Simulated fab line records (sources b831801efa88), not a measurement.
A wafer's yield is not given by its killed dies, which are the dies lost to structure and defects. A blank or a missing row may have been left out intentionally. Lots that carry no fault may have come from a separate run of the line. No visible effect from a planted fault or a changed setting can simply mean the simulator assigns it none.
fab line records ; flow gf180mcu ; part 1 of 2: steps 1 to 27 of 39
record: lots: 5; wafers: 15; last-day: 33
route steps=602 shown POLY_GATE@164 HV_LDD@176
lots that met no fault: from a run of the same line without faults
start-h: hours from the record's opening day to when the first of the lot's shown wafers began ; wait-h: how many hours have passed since the lot's step before this one ; " identical to the entry in the row above ; L1.1+2: several wafers, shown together as one row ; - value missing, or start not given ; * or withheld: withheld ; < > ~ a bound
route shown NAME@n: names a module that has steps shown in the file, with the first one's number in the route ; usual: mean and standard deviation over wafers with no fault ; same: alike in all rows ; chamber/n: place in a boat ; sites: each site's reading ; _std_site: how widely they spread, as a standard deviation ; _edge_site: outer sites' mean less inner sites' ; radius-mm: how far each site lies from the wafer's centre ; mask NAME#n: copy n ; behind: the tool/chamber that last shaped the wafer ; hold: reason for holding the lot/hours on hold/outcome of the hold ; device: names the non-switching transistor (n, p or np) ; end of line: the tests these same wafers got at the end of their route ; a step without rows: its recipe alone ; killed: dies that structure and defects cost at the first sort, which is not the same as the wafer's yield ; map: dies across one wafer; x = killed, . = not, _ = none there
set.NAME: the setting the step ran with; set.NAME@STEP: the setting that earlier step ran with ; model.NAME: the simulator's own value behind a step, which no gauge read
a table for each step, a row for each wafer; lots at some steps of the route
services: the hour from which a tool's chamber was out of use, counted from the record's first day as start-h (under 0 if before that day), plus the number of hours and why
== steps ==
step: GF_POLY_GATE_EXPOSE_07
recipe: mask-id: Poly2; target-cd-nm: 280; na: 0.68; source-shape: conventional; sigma-outer: 0.6; dose-mj: 28
lot.wafer;tool;chamber;start-h;wait-h;mask
L077.2+4+6;krf-scanner-02;0;-;-;Poly2#0
L082.2+4+6;krf-scanner-01;0;-;-;Poly2#0
L086.1+4+6;krf-scanner-02;0;-;-;Poly2#0
L087.1+4+6;krf-scanner-02;0;-;-;Poly2#0
L092.1+2+4;krf-scanner-01;0;-;-;Poly2#0
step: GF_POLY_GATE_PEB_08
recipe: peb-temp-c: 135; peb-time-s: 90; resist: KrF
lot.wafer;tool;chamber;start-h;wait-h
L077.2+4+6;litho-track-02;0;-;-
L082.2+4+6;litho-track-03;0;-;-
L086.1+4+6;litho-track-02;0;-;-
L087.1+4+6;litho-track-04;0;-;-
L092.1+2+4;litho-track-03;0;-;-
step: GF_POLY_GATE_DEVELOP_09
recipe: develop-time-s: 60; resist: KrF; dev-temp-c: 21
lot.wafer;tool;chamber;start-h;wait-h
L077.2+4+6;litho-track-02;0;217.50;0.2
L082.2+4+6;litho-track-03;0;253.89;0.2
L086.1+4+6;litho-track-02;0;278.77;0.2
L087.1+4+6;litho-track-04;0;294.69;0.2
L092.1+2+4;litho-track-03;0;331.26;0.2
step: GF_POLY_GATE_CD_MEAS_10
recipe: target-cd-nm: 280
usual: cd-nm: 280.2/1.2
lot.wafer;tool;chamber;start-h;wait-h;cd-nm
L077.2;cd-sem-01;-;217.65;0.1;279.2
L077.4;cd-sem-01;-;217.65;0.1;279.1
L077.6;cd-sem-01;-;217.65;0.1;278.6
L082.2;cd-sem-01;-;254.04;0.1;277.2
L082.4;cd-sem-01;-;254.04;0.1;278.5
L082.6;cd-sem-01;-;254.04;0.1;278.8
L086.1;cd-sem-01;-;278.92;0.1;280.7
L086.4;cd-sem-01;-;278.92;0.1;281.1
L086.6;cd-sem-01;-;278.92;0.1;280.8
L087.1;cd-sem-02;-;294.84;0.1;280.6
L087.4;cd-sem-02;-;294.84;0.1;280.0
L087.6;cd-sem-02;-;294.84;0.1;279.5
L092.1;cd-sem-02;-;331.41;0.1;280.4
L092.2;cd-sem-02;-;331.41;0.1;282.3
L092.4;cd-sem-02;-;331.41;0.1;282.5
step: GF_POLY_GATE_OVL_MEAS_11
usual: POLY_GATE_OVL: 0/6.9
lot.wafer;tool;chamber;start-h;wait-h;POLY_GATE_OVL[nm]
L077.2;overlay-01;-;217.75;0.1;-2
L077.4;overlay-01;-;217.75;0.1;-4
L077.6;overlay-01;-;217.75;0.1;-2
L082.2;overlay-01;-;254.14;0.1;11
L082.4;overlay-01;-;254.14;0.1;3
L082.6;overlay-01;-;254.14;0.1;4
L086.1;overlay-01;-;279.04;0.1;10
L086.4;overlay-01;-;279.04;0.1;8
L086.6;overlay-01;-;279.04;0.1;9
L087.1;overlay-01;-;294.96;0.1;6
L087.4;overlay-01;-;294.96;0.1;1
L087.6;overlay-01;-;294.96;0.1;0
L092.1;overlay-02;-;331.53;0.1;8
L092.2;overlay-02;-;331.53;0.1;9
L092.4;overlay-02;-;331.53;0.1;5
step: GF_POLY_GATE_ETCH_12
recipe: chemistry: N2/H2; target-depth-a: withheld; overetch-a: withheld; time-s: withheld; target: BARC; ion-energy-ev: 200; source-w: 500; bias-w: 100; pressure-mtorr: 30; n2-flow-sccm: 100; h2-flow-sccm: 200
usual: drypump-motor-current-A: 5.7/0.44; n2-flow-sccm: 100.0/0.31; oes-product-au: 0.735/0.0046; rf-fwd-power-W: 495.9/2.1; throttle-valve-pct: 13.214/0.0099
lot.wafer;tool;chamber;start-h;wait-h;drypump-motor-current-A;n2-flow-sccm;oes-product-au;rf-fwd-power-W;throttle-valve-pct
L077.2;rie-diel-02;2;217.78;0.0;4.8;100.2;0.733;496.5;13.209
L077.4;rie-diel-02;2;217.78;0.0;4.8;100.2;0.749;496.1;13.224
L077.6;rie-diel-02;1;217.78;0.0;5.9;100.1;0.735;497.7;13.219
L082.2;rie-diel-04;0;254.17;0.0;5.6;99.6;0.737;495.5;13.198
L082.4;rie-diel-04;3;254.17;0.0;5.1;99.6;0.728;495.8;13.219
L082.6;rie-diel-04;0;254.17;0.0;5.6;99.5;0.731;494.0;13.212
L086.1;rie-diel-02;1;279.08;0.0;5.9;99.7;0.742;496.5;13.218
L086.4;rie-diel-02;2;279.08;0.0;4.8;100.8;0.732;494.9;13.198
L086.6;rie-diel-02;1;279.08;0.0;5.9;100.1;0.730;494.6;13.210
L087.1;rie-diel-02;1;295.00;0.0;5.9;100.0;0.737;495.3;13.209
L087.4;rie-diel-02;0;295.00;0.0;5.1;100.4;0.732;496.7;13.220
L087.6;rie-diel-02;2;295.00;0.0;4.8;99.8;0.736;492.6;13.209
L092.1;rie-diel-03;2;331.57;0.0;5.8;100.2;0.725;495.3;13.222
L092.2;rie-diel-03;0;331.57;0.0;6.4;100.5;0.731;499.6;13.220
L092.4;rie-diel-03;1;331.57;0.0;6.1;100.2;0.745;496.6;13.221
step: GF_POLY_GATE_ETCH_13
recipe: target: poly-Si; target-depth-nm: 198.5; stop-on: SiO2; over-etch-frac: 0.403; chemistry: HBr/Cl2; icp-w: 400; bias-w: 100; pressure-mtorr: 10; HBr_flow_sccm: 150; Cl2_flow_sccm: 50; time-s: 69.6
usual: HBr_flow_sccm: 150.0/0.46; drypump-motor-current-A: 5.7/0.52; oes-product-au: 0.992/0.0092; rf-fwd-power-W: 397.5/1.4; throttle-valve-pct: 33.683/0.009
lot.wafer;tool;chamber;start-h;wait-h;HBr_flow_sccm;drypump-motor-current-A;oes-product-au;rf-fwd-power-W;rf-hours-counter-h;throttle-valve-pct
L077.2;rie-si-01;2;217.83;-;150.4;6.5;0.988;397.1;5;33.683
L077.4;rie-si-01;0;217.83;-;150.1;5.2;0.990;398.8;20;33.685
L077.6;rie-si-01;3;217.83;-;149.6;5.6;0.983;397.0;-;33.689
L082.2;rie-si-01;0;254.22;-;149.6;5.2;0.995;399.9;20;33.690
L082.4;rie-si-01;3;254.22;-;150.7;5.6;0.980;397.4;19;33.695
L082.6;rie-si-01;1;254.22;-;149.9;5.2;1.004;395.4;-;33.686
L086.1;rie-si-02;2;279.13;-;150.9;5.8;0.988;394.6;5;33.684
L086.4;rie-si-02;0;279.13;-;150.2;5.8;0.988;396.1;2;33.668
L086.6;rie-si-02;3;279.13;-;150.5;6.3;0.974;395.7;-;33.686
L087.1;rie-si-02;3;295.05;-;150.1;6.2;0.993;395.6;1;33.686
L087.4;rie-si-02;1;295.05;-;149.0;4.9;1.006;399.7;54;33.685
L087.6;rie-si-02;0;295.05;-;149.8;5.9;1.008;397.1;-;33.672
L092.1;rie-si-02;1;331.62;-;149.7;4.9;0.998;398.7;54;33.674
L092.2;rie-si-02;0;331.62;-;150.1;5.9;1.002;396.7;2;33.691
L092.4;rie-si-02;3;331.62;-;150.1;6.2;1.006;396.3;1;33.671
step: GF_POLY_GATE_STRIP_14
recipe: chemistry: O2/N2; power-w: 1400; pressure-mtorr: 1500; platen-temp-c: 250; o2-flow-sccm: 3000; n2-flow-sccm: 300; overash-fraction: 0.5
usual: drypump-motor-current-A: 5.6/0.31; heater-power-w: 342/19; n2-flow-sccm: 299.8/0.91; oes-product-au: 0.504/0.0053
lot.wafer;tool;chamber;start-h;wait-h;drypump-motor-current-A;heater-power-w;n2-flow-sccm;oes-product-au;rf-hours-counter-h
L077.2;plasma-asher-02;1;217.89;0.0;5.1;340;301.7;0.499;57
L077.4;plasma-asher-02;0;217.89;0.0;5.9;355;301.1;0.502;-
L077.6;plasma-asher-02;1;217.89;0.0;5.1;336;299.6;0.505;-
L082.2;plasma-asher-02;0;254.28;0.0;6.0;343;298.7;0.506;60
L082.4;plasma-asher-02;0;254.28;0.0;6.0;351;298.9;0.506;-
L082.6;plasma-asher-02;1;254.28;0.0;5.1;347;299.3;0.503;-
L086.1;plasma-asher-02;0;279.19;0.0;6.0;349;301.3;0.499;63
L086.4;plasma-asher-02;0;279.19;0.0;5.9;357;300.7;0.502;-
L086.6;plasma-asher-02;1;279.19;0.0;5.1;334;300.9;0.511;-
L087.1;plasma-asher-02;1;295.11;0.0;5.1;335;299.5;0.507;64
L087.4;plasma-asher-02;1;295.11;0.0;5.1;328;299.2;0.500;-
L087.6;plasma-asher-02;0;295.11;0.0;5.9;359;299.9;0.509;-
L092.1;plasma-asher-02;0;331.68;0.0;5.9;359;300.4;0.503;68
L092.2;plasma-asher-02;1;331.68;0.0;5.1;343;301.2;0.496;68
L092.4;plasma-asher-02;0;331.68;0.0;5.9;353;300.9;0.511;-
step: GF_POLY_GATE_CLEAN_15
recipe: chemistry: SC1/SC2; mix: 1:4:20; temp-c: 70; time-s: 150; dry: n2-spin
usual: bath-guard-temp-C: 69.9/0.74
lot.wafer;tool;chamber;start-h;wait-h;bath-guard-temp-C
L077.2;wet-bench-01;2;217.99;0.1;68.1
L077.4;wet-bench-01;2;217.99;0.1;68.4
L077.6;wet-bench-01;2;217.99;0.1;68.6
L082.2;wet-bench-01;1;254.38;0.1;69.8
L082.4;wet-bench-01;1;254.38;0.1;69.6
L082.6;wet-bench-01;1;254.38;0.1;69.6
L086.1;wet-bench-02;3;279.29;0.1;69.4
L086.4;wet-bench-02;3;279.29;0.1;69.4
L086.6;wet-bench-02;3;279.29;0.1;69.8
L087.1;wet-bench-01;1;295.21;0.1;69.6
L087.4;wet-bench-01;1;295.21;0.1;69.3
L087.6;wet-bench-01;1;295.21;0.1;69.5
L092.1;wet-bench-02;2;331.78;0.1;70.4
L092.2;wet-bench-02;2;331.78;0.1;70.1
L092.4;wet-bench-02;2;331.78;0.1;70.2
step: GF_POLY_GATE_OXIDATION_16
recipe: temp-c: 850; ambient: O2; stabilise-s: 600; purge-s: 300; target-thk-a: 40; ox-time-s: 899
usual: zone-power-centre-pct: 17.1/1.4; zone-power-upper-pct: 15.5/0.7
lot.wafer;tool;chamber;start-h;wait-h;zone-power-centre-pct;zone-power-upper-pct
L077.2;furnace-01;0;218.41;0.4;16.0;16.1
L077.4;furnace-01;0;218.41;0.4;15.8;16.1
L077.6;furnace-01;0;218.41;0.4;15.9;16.1
L082.2;furnace-02;0;254.44;0.0;19.1;14.9
L082.4;furnace-02;0;254.44;0.0;18.7;14.7
L082.6;furnace-02;0;254.44;0.0;18.7;14.9
L086.1;furnace-02;0;280.75;1.4;18.9;14.5
L086.4;furnace-02;0;280.75;1.4;18.6;15.0
L086.6;furnace-02;0;280.75;1.4;18.9;14.6
L087.1;furnace-01;0;296.32;1.1;15.9;16.0
L087.4;furnace-01;0;296.32;1.1;15.8;16.4
L087.6;furnace-01;0;296.32;1.1;16.1;16.3
L092.1;furnace-01;0;332.27;0.4;15.8;16.2
L092.2;furnace-01;0;332.27;0.4;16.0;16.0
L092.4;furnace-01;0;332.27;0.4;15.9;16.2
step: GF_POLY_GATE_THK_MEAS_17
recipe: reads: SiO2_of_POLY_GATE_OXIDATION_16
usual: POLY_GATE_OXIDATION_THK: 3.98/0.081
lot.wafer;tool;chamber;start-h;wait-h;POLY_GATE_OXIDATION_THK[nm]
L077.2;film-metro-04;-;219.67;0.0;4.07
L077.4;film-metro-04;-;219.67;0.0;3.98
L077.6;film-metro-04;-;219.67;0.0;4.01
L082.2;film-metro-04;-;255.70;0.0;4.09
L082.4;film-metro-04;-;255.70;0.0;4.04
L082.6;film-metro-04;-;255.70;0.0;3.99
L086.1;film-metro-02;-;282.00;0.0;4.00
L086.4;film-metro-02;-;282.00;0.0;4.06
L086.6;film-metro-02;-;282.00;0.0;4.15
L087.1;film-metro-02;-;297.57;0.0;4.04
L087.4;film-metro-02;-;297.57;0.0;3.97
L087.6;film-metro-02;-;297.57;0.0;3.91
L092.1;film-metro-03;-;333.52;0.0;3.92
L092.2;film-metro-03;-;333.52;0.0;3.95
L092.4;film-metro-03;-;333.52;0.0;4.02
step: GF_POLY_GATE_CD_MEAS_18
usual: cd-nm: 279.9/1.7
lot.wafer;tool;chamber;start-h;wait-h;cd-nm
L077.2;cd-sem-02;-;219.75;0.1;281.8
L077.4;cd-sem-02;-;219.75;0.1;279.8
L077.6;cd-sem-02;-;219.75;0.1;278.1
L082.2;cd-sem-02;-;255.78;0.1;275.2
L082.4;cd-sem-02;-;255.78;0.1;277.4
L082.6;cd-sem-02;-;255.78;0.1;275.9
L086.1;cd-sem-02;-;282.06;0.1;282.0
L086.4;cd-sem-02;-;282.06;0.1;280.8
L086.6;cd-sem-02;-;282.06;0.1;280.0
L087.1;cd-sem-01;-;297.63;0.1;279.0
L087.4;cd-sem-01;-;297.63;0.1;280.9
L087.6;cd-sem-01;-;297.63;0.1;277.5
L092.1;cd-sem-02;-;333.58;0.1;280.7
L092.2;cd-sem-02;-;333.58;0.1;280.7
L092.4;cd-sem-02;-;333.58;0.1;280.1
step: GF_HV_LDD_DEHYDRATE_00
recipe: temp-c: 200; time-s: 60
lot.wafer;tool;chamber;start-h;wait-h
L077.2+4+6;litho-track-01;0;228.22;8.4
L082.2+4+6;litho-track-01;0;265.32;9.5
L086.1+4+6;litho-track-04;0;290.70;8.6
L087.1+4+6;litho-track-02;0;307.62;10.0
L092.1+2+4;litho-track-02;0;343.17;9.6
step: GF_HV_LDD_HMDS_01
recipe: prime-time-s: 60; prime-temp-c: 120
usual: prime-temp-c: 119.96/0.15
lot.wafer;tool;chamber;start-h;wait-h;prime-temp-c
L077.2;litho-track-01;0;228.37;0.1;119.81
L077.4;litho-track-01;0;228.37;0.1;119.96
L077.6;litho-track-01;0;228.37;0.1;119.84
L082.2;litho-track-01;0;265.47;0.1;119.70
L082.4;litho-track-01;0;265.47;0.1;119.94
L082.6;litho-track-01;0;265.47;0.1;119.89
L086.1;litho-track-04;0;290.85;0.1;120.18
L086.4;litho-track-04;0;290.85;0.1;119.86
L086.6;litho-track-04;0;290.85;0.1;120.01
L087.1;litho-track-02;0;307.77;0.1;119.85
L087.4;litho-track-02;0;307.77;0.1;119.76
L087.6;litho-track-02;0;307.77;0.1;119.80
L092.1;litho-track-02;0;343.32;0.1;120.01
L092.2;litho-track-02;0;343.32;0.1;119.87
L092.4;litho-track-02;0;343.32;0.1;119.97
step: GF_HV_LDD_COAT_02
recipe: resist: NOVOLAK; spin-rpm: 3000; resist-thk-nm: 1000
usual: dispense-pressure-kPa: 51.7/1.9
lot.wafer;tool;chamber;start-h;wait-h;dispense-pressure-kPa
L077.2;litho-track-01;0;228.52;0.1;50.3
L077.4;litho-track-01;0;228.52;0.1;50.3
L077.6;litho-track-01;0;228.52;0.1;50.3
L082.2;litho-track-01;0;265.62;0.1;50.3
L082.4;litho-track-01;0;265.62;0.1;50.3
L082.6;litho-track-01;0;265.62;0.1;50.3
L086.1;litho-track-04;0;291.00;0.1;50.8
L086.4;litho-track-04;0;291.00;0.1;50.8
L086.6;litho-track-04;0;291.00;0.1;50.8
L087.1;litho-track-02;0;307.92;0.1;54.6
L087.4;litho-track-02;0;307.92;0.1;54.6
L087.6;litho-track-02;0;307.92;0.1;54.6
L092.1;litho-track-02;0;343.47;0.1;54.5
L092.2;litho-track-02;0;343.47;0.1;54.6
L092.4;litho-track-02;0;343.47;0.1;54.6
step: GF_HV_LDD_SOFTBAKE_03
recipe: temp-c: 90; time-s: 60; resist: NOVOLAK
lot.wafer;tool;chamber;start-h;wait-h
L077.2+4+6;litho-track-01;0;228.67;0.1
L082.2+4+6;litho-track-01;0;265.77;0.1
L086.1+4+6;litho-track-04;0;291.15;0.1
L087.1+4+6;litho-track-02;0;308.07;0.1
L092.1+2+4;litho-track-02;0;343.62;0.1
step: GF_HV_LDD_EXPOSE_04
recipe: mask-id: Nplus_LV_AREA; target-cd-nm: 400; na: 0.6; source-shape: conventional; sigma-outer: 0.6; dose-mj: 140
lot.wafer;tool;chamber;start-h;wait-h;mask
L077.2+4+6;iline-stepper-02;0;-;-;Nplus_LV_AREA#0
L082.2+4+6;iline-stepper-01;0;-;-;Nplus_LV_AREA#0
L086.1+4+6;iline-stepper-01;0;-;-;Nplus_LV_AREA#0
L087.1+4+6;iline-stepper-01;0;-;-;Nplus_LV_AREA#0
L092.1+2+4;iline-stepper-01;0;-;-;Nplus_LV_AREA#0
step: GF_HV_LDD_PEB_05
recipe: temp-c: withheld; time-s: *; resist: NOVOLAK
lot.wafer;tool;chamber;start-h;wait-h
L077.2+4+6;litho-track-04;0;-;-
L082.2+4+6;litho-track-04;0;-;-
L086.1+4+6;litho-track-02;0;-;-
L087.1+4+6;litho-track-02;0;-;-
L092.1+2+4;litho-track-02;0;-;-
step: GF_HV_LDD_DEVELOP_06
recipe: develop-time-s: 60; dev-temp-c: 23
lot.wafer;tool;chamber;start-h;wait-h
L077.2+4+6;litho-track-04;0;237.27;0.1
L082.2+4+6;litho-track-04;0;274.32;0.1
L086.1+4+6;litho-track-02;0;301.37;0.1
L087.1+4+6;litho-track-02;0;317.87;0.1
L092.1+2+4;litho-track-02;0;354.67;0.1
step: GF_HV_LDD_CD_MEAS_07
recipe: target-cd-nm: 400
usual: cd-nm: 400.1/2.8
lot.wafer;tool;chamber;start-h;wait-h;cd-nm
L077.2;cd-sem-01;-;237.42;0.1;397.9
L077.4;cd-sem-01;-;237.42;0.1;398.2
L077.6;cd-sem-01;-;237.42;0.1;399.7
L082.2;cd-sem-02;-;274.47;0.1;399.9
L082.4;cd-sem-02;-;274.47;0.1;396.7
L082.6;cd-sem-02;-;274.47;0.1;399.3
L086.1;cd-sem-01;-;301.52;0.1;405.4
L086.4;cd-sem-01;-;301.52;0.1;403.5
L086.6;cd-sem-01;-;301.52;0.1;405.5
L087.1;cd-sem-02;-;318.02;0.1;396.2
L087.4;cd-sem-02;-;318.02;0.1;395.5
L087.6;cd-sem-02;-;318.02;0.1;398.5
L092.1;cd-sem-02;-;354.82;0.1;401.8
L092.2;cd-sem-02;-;354.82;0.1;399.2
L092.4;cd-sem-02;-;354.82;0.1;398.0
step: GF_HV_LDD_OVL_MEAS_08
usual: HV_LDD_OVL: -0.7/1.5
lot.wafer;tool;chamber;start-h;wait-h;HV_LDD_OVL[nm]
L077.2;overlay-01;-;237.52;0.1;-0.1
L077.4;overlay-01;-;237.52;0.1;-0.3
L077.6;overlay-01;-;237.52;0.1;-0.6
L082.2;overlay-02;-;274.57;0.1;-0.2
L082.4;overlay-02;-;274.57;0.1;-0.5
L082.6;overlay-02;-;274.57;0.1;-0.2
L086.1;overlay-02;-;301.64;0.1;-2.4
L086.4;overlay-02;-;301.64;0.1;-2.7
L086.6;overlay-02;-;301.64;0.1;-2.6
L087.1;overlay-01;-;318.14;0.1;0.5
L087.4;overlay-01;-;318.14;0.1;0.3
L087.6;overlay-01;-;318.14;0.1;-0.9
L092.1;overlay-01;-;354.94;0.1;3.8
L092.2;overlay-01;-;354.94;0.1;3.5
L092.4;overlay-01;-;354.94;0.1;1.9
step: GF_HV_LDD_IMPLANT_09
recipe: species: As; energy-kev: 40; dose-cm2: 1e+14; tilt-deg: 7
usual: tilt-deg: 7.002/0.023
lot.wafer;tool;chamber;start-h;wait-h;tilt-deg
L077.2;implanter-04;0;237.58;0.0;6.986
L077.4;implanter-04;0;237.58;0.0;6.963
L077.6;implanter-04;0;237.58;0.0;6.993
L082.2;implanter-02;0;274.63;0.0;6.989
L082.4;implanter-02;0;274.63;0.0;6.985
L082.6;implanter-02;0;274.63;0.0;6.999
L086.1;implanter-02;0;301.68;0.0;7.001
L086.4;implanter-02;0;301.68;0.0;7.011
L086.6;implanter-02;0;301.68;0.0;6.996
L087.1;implanter-04;0;318.18;0.0;6.992
L087.4;implanter-04;0;318.18;0.0;6.980
L087.6;implanter-04;0;318.18;0.0;7.011
L092.1;implanter-02;0;354.98;0.0;7.021
L092.2;implanter-02;0;354.98;0.0;6.996
L092.4;implanter-02;0;354.98;0.0;7.011
step: GF_HV_LDD_STRIP_10
recipe: chemistry: O2/N2; power-w: 1400; pressure-mtorr: 1500; platen-temp-c: 250; o2-flow-sccm: 3000; n2-flow-sccm: 300; overash-fraction: 0.5
usual: drypump-motor-current-A: 5.6/0.35; heater-power-w: 341/19; n2-flow-sccm: 299.9/0.93; oes-product-au: 0.716/0.0044; strip-time-to-endpoint-s: 12.62/0.035
lot.wafer;tool;chamber;start-h;wait-h;drypump-motor-current-A;heater-power-w;n2-flow-sccm;oes-product-au;rf-hours-counter-h;strip-time-to-endpoint-s
L077.2;plasma-asher-03;1;237.70;0.1;5.9;382;300.5;0.719;13;12.59
L077.4;plasma-asher-03;1;237.70;0.1;5.9;387;300.6;0.715;-;12.57
L077.6;plasma-asher-03;1;237.70;0.1;5.9;373;299.5;0.712;-;12.56
L082.2;plasma-asher-01;0;274.75;0.1;5.2;324;300.7;0.713;62;12.57
L082.4;plasma-asher-01;1;274.75;0.1;5.9;331;298.9;0.712;-;12.63
L082.6;plasma-asher-01;0;274.75;0.1;5.3;320;300.5;0.715;-;12.61
L086.1;plasma-asher-02;1;301.83;0.1;5.1;339;299.4;0.719;65;12.63
L086.4;plasma-asher-02;1;301.83;0.1;5.1;336;297.8;0.717;-;12.67
L086.6;plasma-asher-02;0;301.83;0.1;5.9;356;300.4;0.721;-;12.61
L087.1;plasma-asher-02;1;318.33;0.1;5.1;346;300.6;0.722;67;12.63
L087.4;plasma-asher-02;1;318.33;0.1;5.1;343;299.9;0.713;-;12.61
L087.6;plasma-asher-02;0;318.33;0.1;5.9;350;300.4;0.724;-;12.56
L092.1;plasma-asher-01;0;355.13;0.1;5.3;325;300.6;0.717;70;12.62
L092.2;plasma-asher-01;1;355.13;0.1;5.9;332;299.7;0.716;70;12.61
L092.4;plasma-asher-01;0;355.13;0.1;5.3;316;300.5;0.718;-;12.61
step: GF_HV_LDD_TW_MEAS_11
usual: HV_LDD_TW: 2401/20
lot.wafer;tool;chamber;start-h;wait-h;HV_LDD_TW
L077.2;film-metro-02;-;237.81;0.1;2384
L077.4;film-metro-02;-;237.81;0.1;2378
L077.6;film-metro-02;-;237.81;0.1;2388
L082.2;film-metro-02;-;274.86;0.1;2383
L082.4;film-metro-02;-;274.86;0.1;2366
L082.6;film-metro-02;-;274.86;0.1;2380
L086.1;film-metro-03;-;301.93;0.1;2400
L086.4;film-metro-03;-;301.93;0.1;2391
L086.6;film-metro-03;-;301.93;0.1;2403
L087.1;film-metro-03;-;318.43;0.1;2400
L087.4;film-metro-03;-;318.43;0.1;2396
L087.6;film-metro-03;-;318.43;0.1;2420
L092.1;film-metro-02;-;355.23;0.1;2403
L092.2;film-metro-02;-;355.23;0.1;2398
L092.4;film-metro-02;-;355.23;0.1;2396
step: GF_HV_LDD_DEHYDRATE_12
recipe: temp-c: 200; time-s: 60
lot.wafer;tool;chamber;start-h;wait-h
L077.2+4+6;litho-track-04;0;246.92;9.1
L082.2+4+6;litho-track-04;0;284.82;9.9
L086.1+4+6;litho-track-04;0;311.34;9.4
L087.1+4+6;litho-track-04;0;328.04;9.6
L092.1+2+4;litho-track-01;0;365.65;10.4
step: GF_HV_LDD_HMDS_13
recipe: prime-time-s: 60; prime-temp-c: 120
usual: prime-temp-c: 120.01/0.13
lot.wafer;tool;chamber;start-h;wait-h;prime-temp-c
L077.2;litho-track-04;0;247.07;0.1;120.01
L077.4;litho-track-04;0;247.07;0.1;120.01
L077.6;litho-track-04;0;247.07;0.1;119.72
L082.2;litho-track-04;0;284.97;0.1;119.89
L082.4;litho-track-04;0;284.97;0.1;120.08
L082.6;litho-track-04;0;284.97;0.1;120.19
L086.1;litho-track-04;0;311.49;0.1;120.05
L086.4;litho-track-04;0;311.49;0.1;119.83
L086.6;litho-track-04;0;311.49;0.1;119.99
L087.1;litho-track-04;0;328.19;0.1;119.94
L087.4;litho-track-04;0;328.19;0.1;119.90
L087.6;litho-track-04;0;328.19;0.1;119.89
L092.1;litho-track-01;0;365.80;0.1;120.25
L092.2;litho-track-01;0;365.80;0.1;120.06
L092.4;litho-track-01;0;365.80;0.1;120.12
step: GF_HV_LDD_COAT_14
recipe: resist: NOVOLAK; spin-rpm: 3000; resist-thk-nm: 1000
usual: dispense-pressure-kPa: 51.6/1.7
lot.wafer;tool;chamber;start-h;wait-h;dispense-pressure-kPa
L077.2;litho-track-04;0;247.22;0.1;50.8
L077.4;litho-track-04;0;247.22;0.1;50.8
L077.6;litho-track-04;0;247.22;0.1;50.8
L082.2;litho-track-04;0;285.12;0.1;50.8
L082.4;litho-track-04;0;285.12;0.1;50.8
L082.6;litho-track-04;0;285.12;0.1;50.8
L086.1;litho-track-04;0;311.64;0.1;50.8
L086.4;litho-track-04;0;311.64;0.1;50.9
L086.6;litho-track-04;0;311.64;0.1;50.8
L087.1;litho-track-04;0;328.34;0.1;50.8
L087.4;litho-track-04;0;328.34;0.1;50.8
L087.6;litho-track-04;0;328.34;0.1;50.8
L092.1;litho-track-01;0;365.95;0.1;50.3
L092.2;litho-track-01;0;365.95;0.1;50.3
L092.4;litho-track-01;0;365.95;0.1;50.3
